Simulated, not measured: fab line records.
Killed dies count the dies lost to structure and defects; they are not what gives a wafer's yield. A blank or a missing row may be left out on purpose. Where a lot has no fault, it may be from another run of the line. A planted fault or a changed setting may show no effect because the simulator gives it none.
Struck lot and sound lot, side by side ; flow sfqLine ; 15 out of 325 route steps
Sound: wafers L946.2, L946.5, L946.6. Struck: wafer L958.3 (left out: L958.1, L958.6 of the same lot, which were not struck); the cause appears at the end.
Order at every step that has rows: each side's tool, ch and its chambers, its first start. Under that, the readings that differ: sound wafers ; struck wafers ; difference of the means ; sigmas: that difference in standard deviations of wafers without a fault.
alike: words and numbers the same on both sides, and readings whose means are apart by under 2 such deviations; not compared: readings that were withheld, readings missing a value for some wafer, numbers with overlapping values and no deviation given by the record, and bounds like >300 which may hide the same value.
Wherever a step has rows on one side only, a row that says differs or no value, or a row with sigmas, the two part there. When numbers do not overlap yet have no deviation, they are printed without sigmas and do not part them. A reading that every wafer of one side lacks parts them only if that side has two wafers or more.

first, 1 step without rows for these wafers: SFQ_TRILAYER_M3_STRIP_SOLV_CLEAN_080 (cleans in NMP, time 600 s).
SFQ_TRILAYER_I3_DEP_PECVD_081: deposits SiO2 from SiH4/N2O, time 111.11 s, target thk 500 nm.
  sound on pecvd-02 ch 0,2, day 37 11:24; struck on pecvd-03 ch 2, day 42 09:47
  alike: heaterPowerW, throttleValvePct
SFQ_TRILAYER_I3_CMP_CMP_082: polishes SiO2.
  sound on cmp-01 ch 1,2,3, day 37 12:59; struck on cmp-02 ch 3, day 42 17:47
  alike: motorCurrentA, slurryFilterDpKPa, timeToEndpointS
SFQ_I3_BOW_MEAS_922:
  sound on filmMetro-01, day 37 14:30; struck on filmMetro-03, day 42 20:47
reading;sound;struck;difference;sigmas
I3_BOW (um);-3 -7 -18;9;+18;+2
SFQ_TRILAYER_I3_METRO_MEASURE_083:
  sound on filmMetro-01, day 37 14:48; struck on filmMetro-03, day 42 20:54
  alike: thkNm
then, 6 steps without rows for these wafers: SFQ_TRILAYER_I3_VIA_LITHO_COAT_090 (resist thk 62 nm); SFQ_TRILAYER_I3_VIA_LITHO_COAT_085 (resist thk 650 nm); SFQ_TRILAYER_I3_VIA_LITHO_SOFTBAKE_089; SFQ_TRILAYER_I3_VIA_LITHO_EXPOSE_086 (exposes mask I3, target cd 500 nm); SFQ_TRILAYER_I3_VIA_LITHO_PEB_088 (peb time 60 s); SFQ_TRILAYER_I3_VIA_LITHO_DEVELOP_087 (time 60 s).
-- the record jumps here: 6 days lie between the struck wafers' starts before and after --
SFQ_I3_OVL_MEAS_923:
  sound on overlay-02, day 43 12:24; struck on overlay-01, day 48 15:31
reading;sound;struck;difference;sigmas
I3_OVL (nm);-7 -5 -3;11;+16;+3
SFQ_TRILAYER_I3_VIA_BARC_OPEN_VIA_ETCH_121: etches BARC in O2, target depth 125 nm, time 41.7 s.
  sound on rieDiel-04 ch 0,2,3, day 43 12:26; struck on rieDiel-04 ch 1, day 48 15:34
reading;sound;struck;difference;sigmas
model.KrF_of_TRILAYER_I3_VIA_LITHO_COAT_085.thkNm (nm);573.6 571.2 570.8;590.1;+18.2;
  alike: drypumpMotorCurrentA, oesProductAu
  not compared: rfHoursCounterH
SFQ_TRILAYER_I3_VIA_ETCH_VIA_ETCH_088: etches SiO2 in CHF3, stops on Nb, target depth 260 nm.
  sound on rieDiel-04 ch 0,2,3, day 43 12:28; struck on rieDiel-04 ch 1, day 48 15:36
reading;sound;struck;difference;sigmas
model.KrF_of_TRILAYER_I3_VIA_LITHO_COAT_085.thkNm (nm);527.8 526 526.1;545.2;+18.6;
  alike: drypumpMotorCurrentA, oesProductAu
SFQ_TRILAYER_I3_VIA_STRIP_STRIP_089: strips in O2.
  sound on rieMetal-02 ch 0,1, day 43 12:35; struck on rieMetal-02 ch 1, day 48 15:43
  alike: drypumpMotorCurrentA, oesProductAu
  not compared: rfHoursCounterH

WHERE THEY PART
Last at SFQ_I3_OVL_MEAS_923 as far as this record goes, first at SFQ_I3_BOW_MEAS_922. Later steps at which nothing parts them and some readings are alike: SFQ_TRILAYER_I3_VIA_BARC_OPEN_VIA_ETCH_121, SFQ_TRILAYER_I3_VIA_ETCH_VIA_ETCH_088, SFQ_TRILAYER_I3_VIA_STRIP_STRIP_089.

WHY: what the simulator had put in
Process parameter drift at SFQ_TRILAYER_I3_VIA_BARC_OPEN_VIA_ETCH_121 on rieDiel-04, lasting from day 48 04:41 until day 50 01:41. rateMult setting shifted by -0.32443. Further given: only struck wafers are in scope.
